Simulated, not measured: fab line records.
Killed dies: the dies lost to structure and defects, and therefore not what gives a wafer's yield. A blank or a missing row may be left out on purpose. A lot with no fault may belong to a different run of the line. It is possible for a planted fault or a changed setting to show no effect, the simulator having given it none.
Which tool is to blame? / flow sky130 / 14 lots, 42 wafers sampled, at 1 step of a route of 708

== WHAT THE GAUGES SHOWED, per wafer ==
SKY_METAL1_RS_MEAS_05: uses a four-point probe to measure.
lot=L575; measured=day 31 06:50; on=filmMetro-04; METAL1_ALCU_RS (ohm/sq)=0.1347 0.1331 0.1320
lot=L576; measured=day 31 09:35; on=filmMetro-04; METAL1_ALCU_RS (ohm/sq)=0.1358 0.1335 0.1324
lot=L577; measured=day 32 04:52; on=filmMetro-03; METAL1_ALCU_RS (ohm/sq)=0.1279 0.1289 0.1304
lot=L579; measured=day 32 19:35; on=filmMetro-04; METAL1_ALCU_RS (ohm/sq)=0.1310 0.1293 0.1304
lot=L584; measured=day 34 18:32; on=filmMetro-04; METAL1_ALCU_RS (ohm/sq)=0.1341 0.1355 0.1331
lot=L586; measured=day 35 05:20; on=filmMetro-03; METAL1_ALCU_RS (ohm/sq)=0.1327 0.1340 0.1353
lot=L590; measured=day 36 11:33; on=filmMetro-04; METAL1_ALCU_RS (ohm/sq)=0.1293 0.1298 0.1308
lot=L591; measured=day 37 10:08; on=filmMetro-04; METAL1_ALCU_RS (ohm/sq)=0.1329 0.1333 0.1310
lot=L592; measured=day 38 14:26; on=filmMetro-01; METAL1_ALCU_RS (ohm/sq)=0.1320 0.1343 0.1333
lot=L593; measured=day 38 15:21; on=filmMetro-04; METAL1_ALCU_RS (ohm/sq)=0.1322 0.1301 0.1317
lot=L594; measured=day 38 15:31; on=filmMetro-01; METAL1_ALCU_RS (ohm/sq)=0.1327 0.1324 0.1342
lot=L596; measured=day 38 15:52; on=filmMetro-01; METAL1_ALCU_RS (ohm/sq)=0.1330 0.1301 0.1320
lot=L595; measured=day 38 16:52; on=filmMetro-04; METAL1_ALCU_RS (ohm/sq)=0.1346 0.1315 0.1334
lot=L597; measured=day 38 21:08; on=filmMetro-01; METAL1_ALCU_RS (ohm/sq)=0.1322 0.1324 0.1345

== EACH LOT AND THE TOOL THAT RAN IT (in order: tool; ch and the chambers of the sampled wafers; start) ==
There is no process step in the record ahead of these readings.

== AS READ BY THE TOOLS THEMSELVES (means over the sampled wafers that have a number; for cases with no such wafer, the mark the record gives instead) ==
The record holds no such reading with a usual standard deviation.

== THE ANSWER, worked out from the rows above alone ==
Rule: the usual values come from the lots themselves. Put in order of their means at a reading, lots are off if they are a third of the lots or fewer, leave a main group of 4 or more, and stand apart from it by a gap of 3 or more times the standard deviation of the main group's means; of several such gaps the widest counts. A main group whose means are all the same, to the digits that the tables above print for the reading, isn't used. Also off: a lot with no number at a reading for which 4 or more lots have one. All remaining lots with rows at the step are treated as sound. The gauges are gone through in route order, then the tools' own readings, and for those a lot's mean is taken as printed above. At the first step where some lot is off, the reading lying furthest off is the one used; lots without a number count as furthest.
None of the lots is off at any reading shown; this tells nothing.

== WHAT THE SIMULATOR HAD PUT IN ==
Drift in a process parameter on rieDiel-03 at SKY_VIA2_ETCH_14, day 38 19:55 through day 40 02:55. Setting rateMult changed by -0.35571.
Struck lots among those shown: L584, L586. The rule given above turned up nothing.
